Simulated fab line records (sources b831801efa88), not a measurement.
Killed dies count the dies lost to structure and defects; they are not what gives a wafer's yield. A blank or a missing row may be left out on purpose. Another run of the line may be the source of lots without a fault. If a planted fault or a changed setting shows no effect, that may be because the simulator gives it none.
Chamber matching | flow sky130 | SKY_CONTACT_ETCH_16 on rie diel-01 has 4 sister chambers
The step etches BARC in N2/H2, stops on SiO2, time 45.9 s, target depth 60 nm. 4 wafers are shown with their chamber, then 10 later ones without.

WAFERS PAIRED WITH THEIR CHAMBERS
wafer  | chamber | drypump motor current A (A)
L087.2 | 3       | 6.6
L087.3 | 2       | 5.7
L091.2 | 0       | 5.6
L091.4 | 1       | 6.5

WAFERS MISSING THEIR CHAMBER
wafer  | drypump motor current A (A)
L091.5 | 6.6
L092.1 | 5.8
L092.3 | 5.6
L092.5 | 5.8
L093.3 | 6.6
L093.4 | 5.6
L093.5 | 6.6
L095.2 | 6.5
L095.3 | 5.6
L095.5 | 6.6

EACH ONE'S CHAMBER
wafer  | from the rows above | in truth
L091.5 | 3                   | 3
L092.1 | 2                   | 2
L092.3 | 0                   | 0
L092.5 | 2                   | 2
L093.3 | 3                   | 3
L093.4 | 0                   | 0
L093.5 | 3                   | 3
L095.2 | 1                   | 1
L095.3 | 0                   | 0
L095.5 | 3                   | 3
Correctly placed: 10 of 10. Can't be placed from these rows: 0. Number placed wrongly: 0.
How it was worked out, from the rows above alone: a wafer's distance from a chamber is the root of the sum, over the readings, of the square of ((its reading less the chamber's mean) divided by the reading's scatter). The wafer belongs to the nearest chamber; if the next one is less than 2 further off, it can't be placed. Each chamber's mean is taken over the wafers shown for it. The scatter (one wafer shown for each chamber): square how far every hidden wafer sits from the nearest shown wafer, average those squares and take the square root.
